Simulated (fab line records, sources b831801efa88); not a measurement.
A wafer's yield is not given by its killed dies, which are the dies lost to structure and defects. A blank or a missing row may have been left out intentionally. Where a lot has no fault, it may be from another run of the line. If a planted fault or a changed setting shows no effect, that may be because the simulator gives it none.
fab line records	flow sky130
[record] lots = 24	wafers = 72	last-day = 50
route steps=708 shown VT_ADJUST_HVTR@141 SPACER@305 METAL1@440 VIA1@474 METAL5@666
lots untouched by any fault: they come from a run of this same line in which no faults occurred
start-h: the number of hours between the record's first day and the start of the first shown wafer of the lot	wait-h: time in hours since the lot's previous step	" as in the row above	L1.1+2: several wafers, shown together as one row	- value missing, or start not given	* or withheld: withheld	< > ~ a bound
route shown NAME@n: a module of which the file shows steps, and the number in the route of the first	usual: mean and standard deviation over wafers with no fault	same: alike in all rows	chamber/n: place in a boat	sites: readings site by site	_std_site: how widely they spread, as a standard deviation	_edge_site: inner sites' mean taken away from outer sites' mean	radius-mm: how far each site lies from the wafer's centre	mask NAME#n: copy n	behind: the last tool/chamber to shape the wafer	hold: what put the lot on hold/how long, in hours/how the hold closed	device: transistor that didn't switch, given as n, p or np	end of line: at the end of the route, the tests of the same wafers	step lacking rows: just its recipe	killed: the dies lost at the first sort to structure and to defects; this is not the yield of the wafer	map: the dies of a wafer, with x for killed, . for not killed, _ for no die there
set.NAME: the setting as run; set.NAME@STEP: as run at that earlier step	model.NAME: the simulator's own value behind a step, which no gauge read
the route's steps for a sample of lots (tables are steps, rows are wafers)
services: the hour from which a tool's chamber was out of use, counted from the record's first day as start-h (under 0 if before that day), plus the number of hours and why
[[steps]]
[step SKY_VT_ADJUST_HVTR_STRIP_10]
[recipe] chemistry = O2/N2	power-w = 1400	pressure-mtorr = 1500	platen-temp-c = withheld	o2-flow-sccm = 3000	n2-flow-sccm = 300	overash-fraction = 0.5
[usual] chamber-pressure-mTorr = 1500.0/1.5	drypump-motor-current-A = 5.63/0.28	o2-flow-sccm = 3000/8.3	oes-product-au = 0.716/0.0044	strip-time-to-endpoint-s = 14.20/0.042
lot.wafer	tool	chamber	start-h	wait-h	chamber-pressure-mTorr	drypump-motor-current-A	o2-flow-sccm	oes-product-au	rf-hours-counter-h	strip-time-to-endpoint-s
L074.1	plasma-asher-02	0	207.87	0.1	1498.7	5.43	2995	0.717	47	14.19
L074.4	"	0	"	"	1502.7	5.43	2997	0.724	-	14.19
L074.6	"	1	"	"	1497.4	6.03	3004	0.715	-	14.22
L075.2	plasma-asher-01	1	212.69	0.1	1503.5	5.68	2997	0.714	9	14.14
L075.3	"	1	"	"	1500.3	5.66	2999	0.716	-	14.20
L075.6	"	1	"	"	1501.1	5.70	2989	0.715	-	14.18
L076.3	plasma-asher-03	1	220.88	0.1	1498.8	5.87	3007	0.710	-	14.10
L076.5	"	0	"	"	1499.5	5.13	3011	0.714	-	14.10
L076.6	"	1	"	"	1501.0	5.86	3003	0.708	-	14.12
L077.3	plasma-asher-01	1	233.45	0.1	1500.1	5.73	2998	0.722	-	14.18
L077.4	"	0	"	"	1499.2	5.55	2999	0.712	-	14.25
L077.5	"	1	"	"	1500.6	5.75	3000	0.711	-	14.22
L078.1	plasma-asher-03	0	242.94	0.1	1501.8	5.14	3001	0.717	45	14.20
L078.4	"	0	"	"	1498.2	5.13	2997	0.719	-	14.15
L078.6	"	1	"	"	1500.9	5.87	2996	0.722	-	14.17
L079.1	plasma-asher-02	1	243.89	0.1	1501.7	5.99	3001	0.714	50	14.26
L079.4	"	0	"	"	1499.4	5.41	3007	0.714	-	14.27
L079.6	"	0	"	"	1500.8	5.43	3002	0.718	-	14.25
L080.2	plasma-asher-01	0	249.42	0.1	1501.5	5.54	3006	0.712	13	14.18
L080.4	"	0	"	"	1498.2	5.57	3012	0.713	-	14.21
L080.6	"	1	"	"	1500.1	5.75	2996	0.718	-	14.21
L081.2	plasma-asher-02	0	257.29	0.1	1501.8	5.44	2994	0.719	52	14.23
L081.3	"	1	"	"	1497.1	6.02	3008	0.721	-	14.23
L081.5	"	0	"	"	1499.6	5.41	2994	0.708	-	14.24
L082.2	plasma-asher-02	1	265.24	0.1	1498.8	6.01	3007	0.718	52	14.29
L082.5	"	1	"	"	1498.3	6.00	3003	0.721	-	14.26
L082.6	"	0	"	"	1500.2	5.41	2982	0.713	-	14.28
L083.2	plasma-asher-03	0	277.17	0.1	1500.4	5.14	3003	0.714	48	14.16
L083.5	"	0	"	"	1499.5	5.14	3003	0.711	-	14.18
L083.6	"	1	"	"	1496.2	5.85	2995	0.712	-	14.17
L084.4	plasma-asher-01	1	277.48	0.1	1499.9	5.70	3000	0.708	-	14.21
L084.5	"	0	"	"	1500.9	5.55	3006	0.713	-	14.20
L084.6	"	1	"	"	1499.1	5.69	3000	0.718	-	14.15
L085.1	plasma-asher-03	0	284.04	0.1	1500.7	5.14	3004	0.712	49	14.22
L085.5	"	1	"	"	1499.9	5.85	2995	0.718	-	14.23
L085.6	"	0	"	"	1499.7	5.13	3004	0.721	-	14.20
L086.2	plasma-asher-03	1	291.79	0.1	1500.5	5.84	2989	0.710	49	14.17
L086.5	"	1	"	"	1497.9	5.87	3006	0.716	-	14.21
L086.6	"	0	"	"	1501.6	5.14	3007	0.720	-	14.16
L087.2	plasma-asher-02	0	298.14	0.1	1503.0	5.42	2993	0.716	56	14.16
L087.3	"	0	"	"	1499.2	5.42	2991	0.711	-	14.15
L087.4	"	1	"	"	1500.3	6.02	2987	0.710	-	14.10
L088.1	plasma-asher-03	0	307.92	0.1	1502.0	5.13	2985	0.716	52	14.22
L088.2	"	1	"	"	1498.3	5.87	3008	0.708	52	14.23
L088.3	"	1	"	"	1499.7	5.84	3010	0.722	-	14.19
L089.3	plasma-asher-01	0	312.67	0.1	1499.5	5.56	2985	0.717	-	14.20
L089.4	"	1	"	"	1498.7	5.69	3008	0.714	-	14.22
L089.5	"	1	"	"	1500.6	5.68	2994	0.725	-	14.21
L090.2	plasma-asher-02	0	317.47	0.1	1500.7	5.42	3002	0.713	58	14.24
L090.3	"	0	"	"	1502.3	5.41	2998	0.721	-	14.24
L090.5	"	1	"	"	1495.7	6.06	2999	0.719	-	14.27
L091.1	plasma-asher-02	1	324.34	0.1	1498.4	6.03	2998	0.724	59	14.21
L091.3	"	0	"	"	1499.0	5.42	3016	0.713	-	14.24
L091.6	"	0	"	"	1499.5	5.41	3007	0.713	-	14.17
L092.2	plasma-asher-02	1	332.19	0.1	1498.2	6.04	2999	0.714	59	14.14
L092.3	"	1	"	"	1500.8	6.04	3003	0.719	-	14.16
L092.4	"	0	"	"	1498.7	5.41	3004	0.721	-	14.16
L093.1	plasma-asher-01	1	339.42	0.1	1501.0	5.73	2994	0.714	20	14.18
L093.3	"	1	"	"	1499.4	5.75	2982	0.715	-	14.16
L093.5	"	0	"	"	1499.3	5.55	2993	0.720	-	14.18
L094.2	plasma-asher-02	0	346.14	0.1	1500.5	5.44	3003	0.731	61	14.19
L094.3	"	0	"	"	1500.4	5.42	3001	0.708	-	14.21
L094.5	"	1	"	"	1500.8	6.02	2994	0.712	-	14.19
L095.1	plasma-asher-01	1	355.24	0.1	1499.8	5.74	3003	0.717	21	14.21
L095.3	"	1	"	"	1500.3	5.74	3006	0.716	-	14.21
L095.6	"	0	"	"	1500.8	5.55	3003	0.714	-	14.22
L096.1	plasma-asher-01	1	361.09	0.1	1501.2	5.73	2996	0.711	22	14.21
L096.3	"	0	"	"	1502.8	5.56	3002	0.721	-	14.18
L096.4	"	1	"	"	1499.3	5.75	2999	0.718	-	14.22
L097.1	plasma-asher-01	0	364.82	0.1	1499.9	5.56	3009	0.719	22	14.13
L097.3	"	1	"	"	1498.0	5.71	3018	0.719	-	14.13
L097.4	"	0	"	"	1498.9	5.58	2992	0.714	-	14.15
[step SKY_SPACER_THK_MEAS_01]
[recipe] reads = Si3N4_of_SPACER_CVD_00
[usual] SPACER_CVD_00_THK = 42.9/0.45
lot.wafer	tool	chamber	start-h	wait-h	SPACER_CVD_00_THK[nm]
L074.1	film-metro-04	-	545.16	0.0	42.2
L074.4	"	-	"	"	42.0
L074.6	"	-	"	"	42.6
L075.2	film-metro-04	-	546.38	0.0	43.8
L075.3	"	-	"	"	43.8
L075.6	"	-	"	"	44.1
L076.3	film-metro-03	-	557.86	0.0	43.2
L076.5	"	-	"	"	43.3
L076.6	"	-	"	"	43.5
L077.3	film-metro-03	-	571.79	0.0	42.9
L077.4	"	-	"	"	42.6
L077.5	"	-	"	"	42.7
L079.1	film-metro-03	-	585.42	0.0	43.4
L079.4	"	-	"	"	43.5
L079.6	"	-	"	"	43.6
L078.1	film-metro-04	-	587.31	0.0	42.8
L078.4	"	-	"	"	42.5
L078.6	"	-	"	"	42.6
L080.2	film-metro-01	-	595.33	0.0	43.3
L080.4	"	-	"	"	43.2
L080.6	"	-	"	"	42.9
L081.2	film-metro-01	-	597.32	0.0	42.3
L081.3	"	-	"	"	42.2
L081.5	"	-	"	"	42.3
L082.2	film-metro-04	-	601.96	0.0	42.9
L082.5	"	-	"	"	43.1
L082.6	"	-	"	"	42.8
L084.4	film-metro-01	-	619.20	0.0	42.8
L084.5	"	-	"	"	42.8
L084.6	"	-	"	"	43.1
L083.2	film-metro-04	-	620.38	0.0	43.4
L083.5	"	-	"	"	42.9
L083.6	"	-	"	"	43.1
L085.1	film-metro-04	-	630.82	0.0	42.4
L085.5	"	-	"	"	42.8
L085.6	"	-	"	"	43.2
L086.2	film-metro-03	-	632.27	0.0	42.9
L086.5	"	-	"	"	42.8
L086.6	"	-	"	"	42.5
L087.2	film-metro-01	-	635.19	0.0	43.2
L087.3	"	-	"	"	43.1
L087.4	"	-	"	"	43.2
L088.1	film-metro-04	-	646.41	0.0	42.9
L088.2	"	-	"	"	43.0
L088.3	"	-	"	"	42.6
L089.3	film-metro-01	-	650.98	0.0	42.9
L089.4	"	-	"	"	43.2
L089.5	"	-	"	"	43.3
L090.2	film-metro-04	-	661.22	0.0	43.2
L090.3	"	-	"	"	43.2
L090.5	"	-	"	"	43.3
L091.1	film-metro-01	-	664.51	0.0	43.3
L091.3	"	-	"	"	43.2
L091.6	"	-	"	"	43.4
L092.2	film-metro-04	-	675.73	0.0	42.7
L092.3	"	-	"	"	42.9
L092.4	"	-	"	"	42.9
L093.1	film-metro-01	-	680.61	0.0	43.0
L093.3	"	-	"	"	43.0
L093.5	"	-	"	"	43.1
L094.2	film-metro-04	-	689.07	0.0	42.6
L094.3	"	-	"	"	42.3
L094.5	"	-	"	"	42.7
L095.1	film-metro-01	-	701.54	0.0	42.1
L095.3	"	-	"	"	42.2
L095.6	"	-	"	"	42.2
L096.1	film-metro-04	-	703.93	0.0	42.5
L096.3	"	-	"	"	42.7
L096.4	"	-	"	"	42.3
L097.1	film-metro-01	-	711.76	0.0	43.1
L097.3	"	-	"	"	43.2
L097.4	"	-	"	"	42.4
[step SKY_METAL1_THK_MEAS_06]
[recipe] thk-meas-gauge = xrf	reads = AlCu_of_METAL1_SPUTTER_02
[usual] METAL1_ALCU_THK = 246.5/2.9
lot.wafer	tool	chamber	start-h	wait-h	METAL1_ALCU_THK[nm]
L074.1	film-metro-03	-	751.51	0.1	243.4
L074.4	"	-	"	"	250.7
L074.6	"	-	"	"	248.5
L075.2	film-metro-04	-	754.53	0.1	251.2
L075.3	"	-	"	"	246.5
L075.6	"	-	"	"	251.7
L076.3	film-metro-01	-	766.76	0.1	243.5
L076.5	"	-	"	"	243.7
L076.6	"	-	"	"	244.3
L077.3	film-metro-04	-	778.59	0.1	245.8
L077.4	"	-	"	"	246.2
L077.5	"	-	"	"	240.3
L079.1	film-metro-03	-	789.22	0.1	245.7
L079.4	"	-	"	"	246.1
L079.6	"	-	"	"	244.7
L078.1	film-metro-04	-	790.75	0.1	244.7
L078.4	"	-	"	"	247.4
L078.6	"	-	"	"	245.3
L080.2	film-metro-01	-	798.70	0.1	248.9
L080.4	"	-	"	"	245.2
L080.6	"	-	"	"	248.2
L081.2	film-metro-01	-	800.05	0.1	243.0
L081.3	"	-	"	"	248.3
L081.5	"	-	"	"	246.0
L082.2	film-metro-04	-	803.76	0.1	243.6
L082.5	"	-	"	"	245.8
L082.6	"	-	"	"	244.7
L084.4	film-metro-03	-	818.33	0.1	248.5
L084.5	"	-	"	"	249.8
L084.6	"	-	"	"	250.6
L083.2	film-metro-01	-	820.59	0.1	246.1
L083.5	"	-	"	"	244.2
L083.6	"	-	"	"	249.3
L085.1	film-metro-01	-	829.10	0.1	251.1
L085.5	"	-	"	"	252.5
L085.6	"	-	"	"	250.8
L086.2	film-metro-01	-	832.13	0.1	242.2
L086.5	"	-	"	"	246.1
L086.6	"	-	"	"	249.2
L087.2	film-metro-03	-	832.32	0.1	245.3
L087.3	"	-	"	"	248.7
L087.4	"	-	"	"	249.3
L088.1	film-metro-01	-	841.61	0.1	243.4
L088.2	"	-	"	"	247.8
L088.3	"	-	"	"	246.4
L089.3	film-metro-04	-	847.02	0.1	247.0
L089.4	"	-	"	"	244.0
L089.5	"	-	"	"	240.4
L090.2	film-metro-04	-	855.36	0.1	248.4
L090.3	"	-	"	"	245.8
L090.5	"	-	"	"	242.9
L091.1	film-metro-01	-	857.99	0.1	243.9
L091.3	"	-	"	"	249.2
L091.6	"	-	"	"	252.9
L092.2	film-metro-01	-	870.25	0.1	241.3
L092.3	"	-	"	"	244.7
L092.4	"	-	"	"	240.8
L093.1	film-metro-04	-	876.35	0.1	241.8
L093.3	"	-	"	"	248.0
L093.5	"	-	"	"	242.9
L094.2	film-metro-04	-	880.99	0.1	245.5
L094.3	"	-	"	"	249.8
L094.5	"	-	"	"	245.8
L095.1	film-metro-01	-	894.45	0.1	254.6
L095.3	"	-	"	"	244.6
L095.6	"	-	"	"	245.7
L096.1	film-metro-04	-	895.36	0.1	243.8
L096.3	"	-	"	"	244.8
L096.4	"	-	"	"	244.0
L097.1	film-metro-01	-	902.85	0.1	243.8
L097.3	"	-	"	"	246.3
L097.4	"	-	"	"	247.3
[step SKY_VIA1_STRIP_16]
[recipe] chemistry = O2/N2	power-w = 1400	pressure-mtorr = 1500	platen-temp-c = withheld	o2-flow-sccm = 3000	n2-flow-sccm = 300	overash-fraction = 0.5
[usual] chamber-pressure-mTorr = 1499.8/1.5	drypump-motor-current-A = 5.67/0.22	o2-flow-sccm = 2999/9	oes-product-au = 0.415/0.0048	strip-time-to-endpoint-s = 4.454/0.026
lot.wafer	tool	chamber	start-h	wait-h	chamber-pressure-mTorr	drypump-motor-current-A	o2-flow-sccm	oes-product-au	rf-hours-counter-h	strip-time-to-endpoint-s
L074.1	plasma-asher-02	0	806.88	0.0	1500.0	5.42	2995	0.419	37	4.450
L074.4	"	1	"	"	1500.0	6.03	3002	0.418	-	4.480
L074.6	"	0	"	"	1498.3	5.42	2986	0.417	-	4.496
L075.2	plasma-asher-02	0	809.63	0.0	1499.3	5.42	3014	0.422	37	4.429
L075.3	"	0	"	"	1501.3	5.42	3015	0.413	-	4.442
L075.6	"	0	"	"	1500.3	5.42	3009	0.415	-	4.419
L076.3	plasma-asher-01	1	821.32	0.1	1496.8	5.72	2990	0.419	-	4.463
L076.5	"	0	"	"	1500.9	5.56	2992	0.416	-	4.459
L076.6	"	1	"	"	1498.9	5.74	2987	0.407	-	4.443
L077.3	plasma-asher-04	0	832.72	0.1	1500.8	5.41	2993	0.421	-	4.445
L077.4	"	1	"	"	1500.0	5.91	3006	0.421	-	4.465
L077.5	"	0	"	"	1498.8	5.43	3001	0.416	-	4.441
L079.1	plasma-asher-01	0	843.83	0.0	1500.7	5.56	2982	0.421	66	4.475
L079.4	"	1	"	"	1499.2	5.70	3000	0.414	-	4.468
L079.6	"	1	"	"	1498.1	5.71	3024	0.416	-	4.491
L078.1	plasma-asher-04	1	844.31	0.0	1505.4	5.91	3006	0.411	9	4.471
L078.4	"	0	"	"	1496.8	5.41	3005	0.417	-	4.496
L078.6	"	1	"	"	1500.7	5.91	3005	0.418	-	4.456
L080.2	plasma-asher-01	0	851.78	0.0	1500.1	5.57	3002	0.417	66	4.488
L080.4	"	1	"	"	1500.0	5.72	3002	0.415	-	4.448
L080.6	"	0	"	"	1501.0	5.56	2997	0.419	-	4.453
L081.2	plasma-asher-02	0	853.83	0.0	1499.1	5.42	3000	0.419	41	4.484
L081.3	"	0	"	"	1503.0	5.41	2995	0.416	-	4.376
L081.5	"	0	"	"	1499.3	5.41	2996	0.421	-	4.433
L082.2	plasma-asher-01	1	857.13	0.0	1499.7	5.67	3009	0.416	67	4.463
L082.5	"	1	"	"	1499.0	5.70	3005	0.409	-	4.456
L082.6	"	0	"	"	1498.3	5.51	2998	0.411	-	4.456
L084.4	plasma-asher-04	1	871.11	0.1	1497.2	5.91	2994	0.420	-	4.475
L084.5	"	1	"	"	1500.6	5.90	3010	0.414	-	4.415
L084.6	"	0	"	"	1498.5	5.44	2987	0.410	-	4.456
L083.2	plasma-asher-01	0	873.23	0.0	1502.5	5.56	3002	0.421	69	4.509
L083.5	"	1	"	"	1498.2	5.71	3003	0.427	-	4.496
L083.6	"	0	"	"	1498.8	5.55	3002	0.418	-	4.458
L085.1	plasma-asher-01	0	882.13	0.0	1499.6	5.58	3000	0.408	70	4.386
L085.5	"	1	"	"	1501.9	5.70	3000	0.420	-	4.457
L085.6	"	0	"	"	1499.3	5.57	2997	0.419	-	4.430
L086.2	plasma-asher-01	1	883.78	0.0	1501.2	5.67	2995	0.413	70	4.485
L086.5	"	0	"	"	1500.4	5.56	2999	0.417	-	4.480
L086.6	"	1	"	"	1499.3	5.67	2989	0.419	-	4.503
L087.2	plasma-asher-04	1	884.10	0.0	1501.0	5.90	3019	0.416	13	4.451
L087.3	"	0	"	"	1499.6	5.40	3007	0.416	-	4.432
L087.4	"	1	"	"	1498.8	5.92	2994	0.417	-	4.487
L088.1	plasma-asher-02	0	893.26	0.0	1499.2	5.42	2995	0.401	45	4.389
L088.2	"	1	"	"	1497.6	6.03	2996	0.422	45	4.461
L088.3	"	0	"	"	1500.7	5.42	3003	0.419	-	4.447
L089.3	plasma-asher-02	0	899.71	0.1	1498.9	5.41	2986	0.412	-	4.400
L089.4	"	1	"	"	1500.9	6.04	2994	0.411	-	4.428
L089.5	"	1	"	"	1498.4	6.03	2993	0.420	-	4.497
L090.2	plasma-asher-04	1	906.08	0.0	1498.7	5.91	3007	0.414	15	4.457
L090.3	"	1	"	"	1499.7	5.92	3012	0.411	-	4.430
L090.5	"	1	"	"	1499.4	5.91	3000	0.410	-	4.465
L091.1	plasma-asher-01	0	909.88	0.0	1500.4	5.55	2989	0.416	72	4.456
L091.3	"	1	"	"	1504.1	5.66	2979	0.407	-	4.452
L091.6	"	1	"	"	1500.4	5.69	2992	0.414	-	4.464
L092.2	plasma-asher-04	0	921.86	0.0	1499.9	5.43	2991	0.411	17	4.435
L092.3	"	0	"	"	1501.7	5.43	3011	0.417	-	4.435
L092.4	"	1	"	"	1499.0	5.94	3012	0.413	-	4.435
L093.1	plasma-asher-02	1	927.84	0.0	1499.6	6.03	2992	0.409	48	4.434
L093.3	"	1	"	"	1500.4	6.01	2994	0.414	-	4.387
L093.5	"	0	"	"	1498.9	5.42	3004	0.417	-	4.460
L094.2	plasma-asher-01	1	931.48	0.0	1500.6	5.73	3003	0.416	74	4.474
L094.3	"	0	"	"	1500.0	5.55	2982	0.417	-	4.470
L094.5	"	1	"	"	1500.3	5.70	3015	0.414	-	4.495
L095.1	plasma-asher-04	0	946.68	0.0	1500.6	5.42	2990	0.417	19	4.453
L095.3	"	1	"	"	1500.1	5.90	2997	0.412	-	4.479
L095.6	"	0	"	"	1500.2	5.44	2999	0.419	-	4.465
L096.1	plasma-asher-01	0	947.03	0.0	1499.1	5.56	2995	0.408	76	4.463
L096.3	"	0	"	"	1499.3	5.56	3013	0.410	-	4.463
L096.4	"	1	"	"	1500.5	5.69	3000	0.415	-	4.499
L097.1	plasma-asher-04	0	953.76	0.0	1501.0	5.42	3002	0.408	20	4.412
L097.3	"	0	"	"	1498.0	5.42	2987	0.412	-	4.455
L097.4	"	1	"	"	1501.4	5.91	2993	0.420	-	4.460
[step SKY_VIA1_THK_MEAS_23]
[recipe] thk-meas-gauge = xrf	reads = W_of_VIA1_CVD_21
[usual] VIA1_W_THK = 272/4.5
lot.wafer	tool	chamber	start-h	wait-h	VIA1_W_THK[nm]
L074.1	film-metro-02	-	807.74	0.1	276
L074.4	"	-	"	"	272
L074.6	"	-	"	"	274
L075.2	film-metro-03	-	810.51	0.1	272
L075.3	"	-	"	"	274
L075.6	"	-	"	"	272
L076.3	film-metro-02	-	822.17	0.1	285
L076.5	"	-	"	"	284
L076.6	"	-	"	"	274
L077.3	film-metro-02	-	833.57	0.1	268
L077.4	"	-	"	"	277
L077.5	"	-	"	"	271
L079.1	film-metro-04	-	844.77	0.1	273
L079.4	"	-	"	"	268
L079.6	"	-	"	"	268
L078.1	film-metro-04	-	845.22	0.1	273
L078.4	"	-	"	"	278
L078.6	"	-	"	"	278
L080.2	film-metro-03	-	852.69	0.1	272
L080.4	"	-	"	"	272
L080.6	"	-	"	"	275
L081.2	film-metro-03	-	854.75	0.1	272
L081.3	"	-	"	"	264
L081.5	"	-	"	"	269
L082.2	film-metro-02	-	858.01	0.1	282
L082.5	"	-	"	"	274
L082.6	"	-	"	"	280
L084.4	film-metro-04	-	871.97	0.1	272
L084.5	"	-	"	"	280
L084.6	"	-	"	"	270
L083.2	film-metro-04	-	874.10	0.1	276
L083.5	"	-	"	"	270
L083.6	"	-	"	"	274
L085.1	film-metro-03	-	883.00	0.1	278
L085.5	"	-	"	"	269
L085.6	"	-	"	"	273
L086.2	film-metro-03	-	884.66	0.1	267
L086.5	"	-	"	"	272
L086.6	"	-	"	"	267
L087.2	film-metro-03	-	885.01	0.1	270
L087.3	"	-	"	"	262
L087.4	"	-	"	"	273
L088.1	film-metro-04	-	894.12	0.1	280
L088.2	"	-	"	"	266
L088.3	"	-	"	"	267
L089.3	film-metro-03	-	900.56	0.1	267
L089.4	"	-	"	"	275
L089.5	"	-	"	"	269
L090.2	film-metro-03	-	907.04	0.1	266
L090.3	"	-	"	"	273
L090.5	"	-	"	"	271
L091.1	film-metro-04	-	910.87	0.1	270
L091.3	"	-	"	"	268
L091.6	"	-	"	"	274
L092.2	film-metro-04	-	922.74	0.1	271
L092.3	"	-	"	"	276
L092.4	"	-	"	"	274
L093.1	film-metro-03	-	928.75	0.1	268
L093.3	"	-	"	"	268
L093.5	"	-	"	"	271
L094.2	film-metro-03	-	932.36	0.1	268
L094.3	"	-	"	"	267
L094.5	"	-	"	"	274
L095.1	film-metro-02	-	947.64	0.1	269
L095.3	"	-	"	"	270
L095.6	"	-	"	"	269
L096.1	film-metro-03	-	947.90	0.1	266
L096.3	"	-	"	"	263
L096.4	"	-	"	"	271
L097.1	film-metro-03	-	954.62	0.1	272
L097.3	"	-	"	"	270
L097.4	"	-	"	"	269
[step SKY_METAL5_RS_MEAS_05]
[recipe] thk-meas-gauge = four-point-probe	reads = TiN_of_METAL5_SPUTTER_04+Ti_of_METAL5_SPUTTER_03+AlCu_of_METAL5_SPUTTER_02+TiN_of_METAL5_SPUTTER_01+Ti_of_METAL5_SPUTTER_00
[usual] METAL5_ALCU_RS = 0.0271/0.00041
lot.wafer	tool	chamber	start-h	wait-h	METAL5_ALCU_RS[ohm/sq]
L074.1	film-metro-01	-	1018.22	0.0	0.0267
L074.4	"	-	"	"	0.0274
L074.6	"	-	"	"	0.0274
L075.2	film-metro-03	-	1018.96	0.0	0.0268
L075.3	"	-	"	"	0.0264
L075.6	"	-	"	"	0.0265
L076.3	film-metro-04	-	1030.19	0.1	0.0269
L076.5	"	-	"	"	0.0269
L076.6	"	-	"	"	0.0277
L077.3	film-metro-03	-	1039.24	0.1	0.0279
L077.4	"	-	"	"	0.0273
L077.5	"	-	"	"	0.0273
L078.1	film-metro-03	-	1047.88	0.0	0.0273
L078.4	"	-	"	"	0.0265
L078.6	"	-	"	"	0.0274
L079.1	film-metro-03	-	1049.00	0.0	0.0269
L079.4	"	-	"	"	0.0272
L079.6	"	-	"	"	0.0276
L080.2	film-metro-03	-	1055.99	0.0	0.0275
L080.4	"	-	"	"	0.0273
L080.6	"	-	"	"	0.0281
L081.2	film-metro-01	-	1058.12	0.0	0.0277
L081.3	"	-	"	"	0.0268
L081.5	"	-	"	"	0.0266
L082.2	film-metro-01	-	1061.01	0.0	0.0265
L082.5	"	-	"	"	0.0269
L082.6	"	-	"	"	0.0271
L084.4	film-metro-04	-	1071.10	0.1	0.0278
L084.5	"	-	"	"	0.0272
L084.6	"	-	"	"	0.0271
L083.2	film-metro-01	-	1073.11	0.0	0.0269
L083.5	"	-	"	"	0.0273
L083.6	"	-	"	"	0.0267
L085.1	film-metro-03	-	1081.65	0.0	0.0272
L085.5	"	-	"	"	0.0270
L085.6	"	-	"	"	0.0272
L086.2	film-metro-04	-	1082.01	0.0	0.0274
L086.5	"	-	"	"	0.0274
L086.6	"	-	"	"	0.0268
L087.2	film-metro-01	-	1083.35	0.0	0.0268
L087.3	"	-	"	"	0.0264
L087.4	"	-	"	"	0.0268
L088.1	film-metro-01	-	1090.47	0.0	0.0270
L088.2	"	-	"	"	0.0269
L088.3	"	-	"	"	0.0262
L089.3	film-metro-04	-	1096.13	0.1	0.0276
L089.4	"	-	"	"	0.0274
L089.5	"	-	"	"	0.0268
L090.2	film-metro-04	-	1102.26	0.0	0.0278
L090.3	"	-	"	"	0.0273
L090.5	"	-	"	"	0.0274
L091.1	film-metro-01	-	1105.57	0.0	0.0269
L091.3	"	-	"	"	0.0278
L091.6	"	-	"	"	0.0271
L092.2	film-metro-01	-	1112.87	0.0	0.0269
L092.3	"	-	"	"	0.0271
L092.4	"	-	"	"	0.0270
L093.1	film-metro-04	-	1121.29	0.0	0.0271
L093.3	"	-	"	"	0.0263
L093.5	"	-	"	"	0.0263
L094.2	film-metro-04	-	1124.68	0.0	0.0279
L094.3	"	-	"	"	0.0275
L094.5	"	-	"	"	0.0274
L095.1	film-metro-04	-	1135.30	0.0	0.0270
L095.3	"	-	"	"	0.0275
L095.6	"	-	"	"	0.0273
L096.1	film-metro-03	-	1136.66	0.0	0.0277
L096.3	"	-	"	"	0.0270
L096.4	"	-	"	"	0.0276
L097.1	film-metro-04	-	1141.28	0.0	0.0263
L097.3	"	-	"	"	0.0271
L097.4	"	-	"	"	0.0268
[[services]]
tool	chamber	start-h	hours	kind
plasma-asher-04	-	234.41	0.7	repair
plasma-asher-01	-	290.98	15.6	pm
plasma-asher-04	-	294.56	1.1	repair
plasma-asher-02	-	377.59	6.4	repair
plasma-asher-01	-	410.74	6.2	repair
plasma-asher-02	-	421.25	9.0	pm
plasma-asher-02	0	421.25	9.0	vent-cycle
plasma-asher-01	-	443.77	0.7	repair
plasma-asher-01	-	451.79	28.1	pm
plasma-asher-01	-	500.99	8.5	repair
plasma-asher-02	-	541.07	0.7	repair
plasma-asher-02	-	559.16	28.1	pm
plasma-asher-01	-	597.76	4.1	repair
plasma-asher-02	-	611.32	0.3	repair
plasma-asher-03	-	612.80	1.3	repair
plasma-asher-01	-	659.93	5.7	repair
plasma-asher-01	-	662.99	1.3	repair
plasma-asher-01	-	703.80	2.8	pm
plasma-asher-04	-	733.75	9.0	pm
plasma-asher-03	-	764.58	2.8	pm
plasma-asher-04	-	795.17	9.1	repair
plasma-asher-02	-	850.81	1.6	repair
plasma-asher-03	-	877.54	2.7	repair
plasma-asher-02	-	934.73	2.8	pm
[[key]]
fault none
